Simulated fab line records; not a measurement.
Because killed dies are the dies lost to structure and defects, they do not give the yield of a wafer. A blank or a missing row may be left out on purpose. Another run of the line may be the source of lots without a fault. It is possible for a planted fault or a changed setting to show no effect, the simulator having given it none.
Comparing a struck lot with a sound one :: flow sky130 :: 15 out of 708 route steps
Sound: the wafers L877.2, L877.4, L877.5. Wafers L883.1, L883.2, L883.5 were the ones struck. The cause is given at the end.
Order at every step that has rows: each side's tool, ch and its chambers, its first start. Under that, the readings that differ: sound wafers :: struck wafers :: difference of the means :: sigmas: that difference in standard deviations of wafers without a fault.
alike: words and numbers the same on both sides, and readings whose means are apart by under 2 such deviations; not compared: readings that were withheld, readings missing a value for some wafer, numbers with overlapping values and no deviation given by the record, and bounds like >300 which may hide the same value.
A row with sigmas, a row that says differs or no value, or rows on one side alone: a step with any of these is where the two part. Numbers that don't overlap but have no deviation are shown without sigmas and don't part them. A reading missing from all wafers of one side parts the sides only when that side holds two or more wafers.

first, 6 steps without rows for these wafers: SKY_GATE_OXIDE_HMDS_04 (prime time 60 s); SKY_GATE_OXIDE_COAT_05 (resist thk 1140 nm); SKY_GATE_OXIDE_SOFTBAKE_06 (time 60 s); SKY_GATE_OXIDE_EXPOSE_07 (exposes mask LVOM, target cd 600 nm); SKY_GATE_OXIDE_PEB_08; SKY_GATE_OXIDE_DEVELOP_09 (develop time 60 s).
SKY_GATE_OXIDE_OVL_MEAS_10:
  struck on overlay-01, day 18 00:46; sound on overlay-01, day 15 22:53
  alike: GATE_OXIDE_OVL
then, 2 steps without rows for these wafers: SKY_GATE_OXIDE_IMPLANT_11; SKY_GATE_OXIDE_WET_ETCH_12 (etches SiO2 in dHF, target depth 16.8 nm, time 336 s).
SKY_GATE_OXIDE_STRIP_13: strips in O2/N2.
  sound on plasma asher-01 ch 0,1, day 15 23:10; struck on plasma asher-01 ch 0,1, day 18 01:04
  alike: drypump motor current A, oes product au, strip time to endpoint s
  not compared: rf hours counter h
SKY_GATE_OXIDE_TW_MEAS_14:
  struck on film metro-04, day 18 01:10; sound on film metro-04, day 15 23:17
  alike: GATE_OXIDE_TW
then, 1 step without rows for these wafers: SKY_GATE_OXIDE_CLEAN_15 (cleans in SC1/SC2, time 150 s).
-- the record jumps here: 5 days lie between the struck wafers' starts before and after --
SKY_GATE_OXIDE_OXIDATION_16: stabilise 600 s, purge 300 s, target thk 3.57 nm.
  sound on furnace-02 ch 0, day 15 23:42; struck on furnace-01 ch 0, day 23 01:40
then, 1 step without rows for these wafers: SKY_POLY_GATE_CVD_00 (deposits poly-Si, target thk 180 nm, time 720 s).
-- a jump in the record: the struck wafers' starts before and after are 31 days apart (it breaks off in module POLY_GATE and resumes in module PAD_OPEN, where the first step shown is number 708 of the route) --
SKY_PAD_OPEN_PROBE_99:
  struck on prober-01, day 53 14:31; sound on prober-01, day 47 04:17
reading: killed_at_M4_up
sound: 3 0 6
struck: 8 4 8
difference: +4
sigmas: +2

reading: model.etest.cap thin oxide.gate bv v (V)
sound: 7.034 6.903 6.948
struck: 6.448 6.429 6.41
difference: -0.533
sigmas: 
  alike: killed_at_M0_to_M3, killed at contacts, killed at front end, killed at other, killed dies, killed open, killed short

WHERE THEY PART
Only at SKY_PAD_OPEN_PROBE_99, as far as this record shows.

WHY: what had been put in by the simulator
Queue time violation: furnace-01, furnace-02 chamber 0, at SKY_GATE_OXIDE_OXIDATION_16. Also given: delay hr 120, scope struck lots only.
